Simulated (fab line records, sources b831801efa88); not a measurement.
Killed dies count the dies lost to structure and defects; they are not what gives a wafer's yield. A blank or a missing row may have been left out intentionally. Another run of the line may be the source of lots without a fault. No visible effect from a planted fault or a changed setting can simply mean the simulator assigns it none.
fab line records ; flow gf180mcu ; part 2 of 2: steps 22 to 30 of 30
record lots=5; wafers=15; last-day=34
route steps=602 shown HV_LDD@206 NSD@235
lots with no fault: from the same line, run without faults
start-h: hours from the record's first day to the start of the lot's first wafer shown ; wait-h: hours elapsed since this lot's preceding step ; " identical to the entry in the row above ; L1.1+2: one row covering several wafers at once ; - no value, or no start given ; * or withheld: withheld ; < > ~ a bound
route shown NAME@n: a module of which the file shows steps, and the number in the route of the first ; usual: mean/standard deviation taken from wafers without a fault ; same: alike in all rows ; chamber/n: place in a boat ; sites: per-site readings ; _std_site: how widely they spread, as a standard deviation ; _edge_site: outer sites' mean less inner sites' ; radius-mm: for every site, how far away it sits from the centre of the wafer ; mask NAME#n: copy n ; behind: the tool/chamber that last shaped the wafer ; hold: why the lot was held/for how many hours/how that ended ; device: the n, p or np transistor that did not switch ; end of line: the tests these same wafers got at the end of their route ; for a step that has no rows: nothing shown but its recipe ; killed: dies that structure and defects cost at the first sort, which is not the same as the wafer's yield ; map: the dies of a wafer, with x for killed, . for not killed, _ for no die there
set.NAME: setting as actually run; set.NAME@STEP: the setting as run at that earlier step ; model.NAME: the simulator's own value behind a step, which no gauge read
lots at selected steps of the route; one table per step, one row per wafer
services: when a tool's chamber went out of use (start-h, in hours from the record's first day, below 0 if earlier), for how many hours, and the reason
## steps
# step GF_HV_LDD_CLEAN_51
# recipe chemistry=SC1/SC2; mix=1:4:20; temp-c=70; time-s=150; dry=n2-spin
lot.wafer;tool;chamber;start-h;wait-h
L074.1+2+4;wet-bench-04;2;277.97;0.1
L081.1+3+5;wet-bench-04;2;332.14;0.1
L087.2+4+5;wet-bench-04;0;374.62;0.0
L088.1+2+3;wet-bench-04;2;389.97;0.1
L095.2+3+6;wet-bench-03;0;442.27;0.0
# step GF_HV_LDD_RTA_52
# recipe temp-c=1000; time-s=10; ambient=N2
# usual chamber-o2-ppm=1.998/0.02; lamp-power-pct=33/4.2; wafer_temp_C_max=1006.1/1.5
lot.wafer;tool;chamber;start-h;wait-h;chamber-o2-ppm;lamp-power-pct;wafer_temp_C_max
L074.1;rtp-anneal-01;0;278.02;0.0;2.020;37;1007.9
L074.2;rtp-anneal-01;0;278.02;0.0;2.010;37;1005.5
L074.4;rtp-anneal-01;0;278.02;0.0;2.006;37;1008.1
L081.1;rtp-anneal-02;0;332.19;0.0;2.014;28;1004.6
L081.3;rtp-anneal-02;0;332.19;0.0;2.000;28;1005.8
L081.5;rtp-anneal-02;0;332.19;0.0;1.987;28;1004.5
L087.2;rtp-anneal-01;0;374.68;0.0;2.009;37;1005.4
L087.4;rtp-anneal-01;0;374.68;0.0;2.006;37;1006.0
L087.5;rtp-anneal-01;0;374.68;0.0;2.027;37;1008.8
L088.1;rtp-anneal-01;0;390.03;0.0;1.991;37;1009.4
L088.2;rtp-anneal-01;0;390.03;0.0;2.010;37;1006.9
L088.3;rtp-anneal-01;0;390.03;0.0;1.950;37;1008.0
L095.2;rtp-anneal-02;0;442.33;0.0;2.024;28;1006.0
L095.3;rtp-anneal-02;0;442.33;0.0;2.014;28;1005.0
L095.6;rtp-anneal-02;0;442.33;0.0;2.032;28;1004.5
# step GF_HV_LDD_RS_MEAS_53
# recipe thk-meas-gauge=four-point-probe
# usual HV_LDD_RS=418.1/0.93
lot.wafer;tool;chamber;start-h;wait-h;HV_LDD_RS[ohm/sq]
L074.1;film-metro-01;-;278.09;0.1;419.1
L074.2;film-metro-01;-;278.09;0.1;418.5
L074.4;film-metro-01;-;278.09;0.1;418.8
L081.1;film-metro-01;-;332.26;0.1;419.9
L081.3;film-metro-01;-;332.26;0.1;417.8
L081.5;film-metro-01;-;332.26;0.1;418.7
L087.2;film-metro-03;-;374.76;0.1;419.4
L087.4;film-metro-03;-;374.76;0.1;417.9
L087.5;film-metro-03;-;374.76;0.1;418.7
L088.1;film-metro-01;-;390.09;0.1;418.9
L088.2;film-metro-01;-;390.09;0.1;417.9
L088.3;film-metro-01;-;390.09;0.1;417.7
L095.2;film-metro-03;-;442.41;0.1;418.1
L095.3;film-metro-03;-;442.41;0.1;419.3
L095.6;film-metro-03;-;442.41;0.1;418.8
# step GF_HV_LDD_CVD_54
# recipe material=SiO2; target-thk-nm=10; precursor=TEOS; temp-c=680; time-s=75; pressure-mtorr=400
# usual pressure-mtorr=399.9/0.84; zone-power-top-pct=19.1/1.5
lot.wafer;tool;chamber;start-h;wait-h;pressure-mtorr;zone-power-top-pct
L074.1;lpcvd-01;0;279.86;1.8;399.0;19.1
L074.2;lpcvd-01;0;279.86;1.8;397.4;19.3
L074.4;lpcvd-01;0;279.86;1.8;398.3;19.2
L081.1;lpcvd-01;1;333.43;1.2;398.8;17.8
L081.3;lpcvd-01;1;333.43;1.2;400.6;17.6
L081.5;lpcvd-01;1;333.43;1.2;399.5;17.9
L087.2;lpcvd-01;1;375.72;0.9;398.9;17.9
L087.4;lpcvd-01;1;375.72;0.9;400.0;17.8
L087.5;lpcvd-01;1;375.72;0.9;399.9;17.8
L088.1;lpcvd-01;0;390.21;0.1;399.2;19.3
L088.2;lpcvd-01;0;390.21;0.1;399.9;19.4
L088.3;lpcvd-01;0;390.21;0.1;399.2;19.4
L095.2;lpcvd-02;1;442.51;0.1;399.4;22.1
L095.3;lpcvd-02;1;442.51;0.1;399.5;22.1
L095.6;lpcvd-02;1;442.51;0.1;399.7;22.3
# step GF_HV_LDD_THK_MEAS_55
# recipe reads=SiO2_of_HV_LDD_CVD_54
# usual HV_LDD_CVD_54_THK=9.99/0.13
lot.wafer;tool;chamber;start-h;wait-h;HV_LDD_CVD_54_THK[nm]
L074.1;film-metro-02;-;280.88;0.0;10.11
L074.2;film-metro-02;-;280.88;0.0;10.06
L074.4;film-metro-02;-;280.88;0.0;10.05
L081.1;film-metro-03;-;334.96;0.0;9.89
L081.3;film-metro-03;-;334.96;0.0;9.83
L081.5;film-metro-03;-;334.96;0.0;9.97
L087.2;film-metro-03;-;376.75;0.0;9.92
L087.4;film-metro-03;-;376.75;0.0;9.96
L087.5;film-metro-03;-;376.75;0.0;9.90
L088.1;film-metro-03;-;391.23;0.0;9.85
L088.2;film-metro-03;-;391.23;0.0;9.95
L088.3;film-metro-03;-;391.23;0.0;9.87
L095.2;film-metro-01;-;443.54;0.0;10.11
L095.3;film-metro-01;-;443.54;0.0;9.98
L095.6;film-metro-01;-;443.54;0.0;10.14
# step GF_HV_LDD_CVD_56
# recipe material=Si3N4; precursor=DCS/NH3; target-thk-nm=90; temp-c=770; time-s=1543; pressure-mtorr=250
# usual pressure-mtorr=250.0/0.6; zone-power-top-pct=23.7/2.3
lot.wafer;tool;chamber;start-h;wait-h;pressure-mtorr;zone-power-top-pct
L074.1;lpcvd-02;1;280.94;0.1;250.1;26.6
L074.2;lpcvd-02;1;280.94;0.1;250.4;26.4
L074.4;lpcvd-02;1;280.94;0.1;249.7;26.8
L081.1;lpcvd-02;1;335.02;0.1;249.5;27.0
L081.3;lpcvd-02;1;335.02;0.1;250.0;26.4
L081.5;lpcvd-02;1;335.02;0.1;249.4;26.9
L087.2;lpcvd-01;1;376.80;0.0;250.1;21.2
L087.4;lpcvd-01;1;376.80;0.0;249.7;21.7
L087.5;lpcvd-01;1;376.80;0.0;250.2;21.1
L088.1;lpcvd-02;1;391.29;0.1;251.0;26.4
L088.2;lpcvd-02;1;391.29;0.1;250.5;27.0
L088.3;lpcvd-02;1;391.29;0.1;250.4;26.6
L095.2;lpcvd-01;1;443.59;0.0;250.4;21.4
L095.3;lpcvd-01;1;443.59;0.0;250.7;21.4
L095.6;lpcvd-01;1;443.59;0.0;250.4;21.2
# step GF_HV_LDD_THK_MEAS_57
# recipe reads=Si3N4_of_HV_LDD_CVD_56
# usual HV_LDD_CVD_56_THK=89.7/0.85
lot.wafer;tool;chamber;start-h;wait-h;HV_LDD_CVD_56_THK[nm]
L074.1;film-metro-03;-;282.37;0.0;89.8
L074.2;film-metro-03;-;282.37;0.0;90.2
L074.4;film-metro-03;-;282.37;0.0;89.7
L081.1;film-metro-03;-;336.45;0.0;88.8
L081.3;film-metro-03;-;336.45;0.0;87.9
L081.5;film-metro-03;-;336.45;0.0;88.4
L087.2;film-metro-01;-;378.24;0.0;89.8
L087.4;film-metro-01;-;378.24;0.0;90.1
L087.5;film-metro-01;-;378.24;0.0;90.2
L088.1;film-metro-02;-;392.72;0.0;88.8
L088.2;film-metro-02;-;392.72;0.0;89.4
L088.3;film-metro-02;-;392.72;0.0;89.2
L095.2;film-metro-01;-;445.03;0.0;88.9
L095.3;film-metro-01;-;445.03;0.0;89.3
L095.6;film-metro-01;-;445.03;0.0;90.0
# step GF_HV_LDD_ETCHBACK_58
# recipe chemistry=CH3F/O2; target=Si3N4; stop-on=SiO2; source-w=400; bias-w=80; pressure-mtorr=25; ch3f-flow-sccm=40; O2_flow_sccm=30; time-s=100; target-depth-a=900
# usual drypump-motor-current-A=5.6/0.38; oes-product-au=0.841/0.0062; throttle-valve-pct=10.561/0.0084
lot.wafer;tool;chamber;start-h;wait-h;drypump-motor-current-A;oes-product-au;rf-hours-counter-h;throttle-valve-pct
L074.1;rie-diel-03;0;282.43;0.1;6.6;0.838;119;10.587
L074.2;rie-diel-03;2;282.43;0.1;5.6;0.844;52;10.563
L074.4;rie-diel-03;3;282.43;0.1;5.8;0.846;47;10.551
L081.1;rie-diel-01;2;336.51;0.1;5.5;0.840;8;10.565
L081.3;rie-diel-01;0;336.51;0.1;6.0;0.834;117;10.559
L081.5;rie-diel-01;0;336.51;0.1;6.0;0.839;-;10.560
L087.2;rie-diel-02;2;378.29;0.0;5.4;0.849;64;10.554
L087.4;rie-diel-02;1;378.29;0.0;5.6;0.845;3;10.540
L087.5;rie-diel-02;1;378.29;0.0;5.7;0.849;-;10.558
L088.1;rie-diel-03;1;392.78;0.1;5.2;0.834;20;10.560
L088.2;rie-diel-03;0;392.78;0.1;6.5;0.841;0;10.546
L088.3;rie-diel-03;3;392.78;0.1;5.9;0.842;50;10.564
L095.2;rie-diel-03;0;445.08;0.0;6.6;0.838;2;10.549
L095.3;rie-diel-03;2;445.08;0.0;5.5;0.838;57;10.550
L095.6;rie-diel-03;3;445.08;0.0;5.9;0.842;-;10.570
# step GF_NSD_DEHYDRATE_00
# recipe temp-c=200; time-s=60
# usual chill-plate-temp-C=23.00/0.12
lot.wafer;tool;chamber;start-h;wait-h;chill-plate-temp-C
L074.1;litho-track-04;0;291.66;9.2;23.03
L074.2;litho-track-04;0;291.66;9.2;22.88
L074.4;litho-track-04;0;291.66;9.2;22.98
L081.1;litho-track-04;0;346.81;10.3;23.06
L081.3;litho-track-04;0;346.81;10.3;23.05
L081.5;litho-track-04;0;346.81;10.3;22.89
L087.2;litho-track-03;0;388.80;10.5;23.01
L087.4;litho-track-03;0;388.80;10.5;23.20
L087.5;litho-track-03;0;388.80;10.5;23.03
L088.1;litho-track-04;0;403.81;11.0;22.87
L088.2;litho-track-04;0;403.81;11.0;22.94
L088.3;litho-track-04;0;403.81;11.0;22.88
L095.2;litho-track-03;0;456.85;11.7;23.00
L095.3;litho-track-03;0;456.85;11.7;22.97
L095.6;litho-track-03;0;456.85;11.7;22.90
## services
tool;chamber;start-h;hours;kind
implanter-01;-;236.33;12.0;repair
rie-diel-03;-;246.18;0.2;repair
iline-stepper-02;-;262.90;2.0;repair
rtp-anneal-01;-;267.11;3.2;pm
rtp-anneal-01;-;270.69;0.7;repair
implanter-01;-;280.94;8.7;repair
iline-stepper-02;-;292.24;2.1;pm
plasma-asher-03;-;301.44;1.8;repair
lpcvd-01;-;302.36;6.1;pm
iline-stepper-02;-;303.46;3.3;repair
rie-diel-03;0;333.25;4.6;repair
implanter-01;-;354.03;1.7;repair
implanter-02;-;370.64;3.5;repair
iline-stepper-02;-;374.87;1.7;pm
implanter-02;-;384.82;1.8;repair
lpcvd-02;-;393.80;1.3;repair
iline-stepper-02;-;404.60;11.4;repair
lpcvd-02;-;409.35;0.2;repair
implanter-02;-;415.45;3.9;pm
implanter-02;-;419.33;2.7;pm
implanter-02;-;432.79;4.1;repair
wet-bench-04;-;447.19;89.7;repair
iline-stepper-02;-;452.09;10.8;repair
implanter-02;-;455.21;17.2;pm
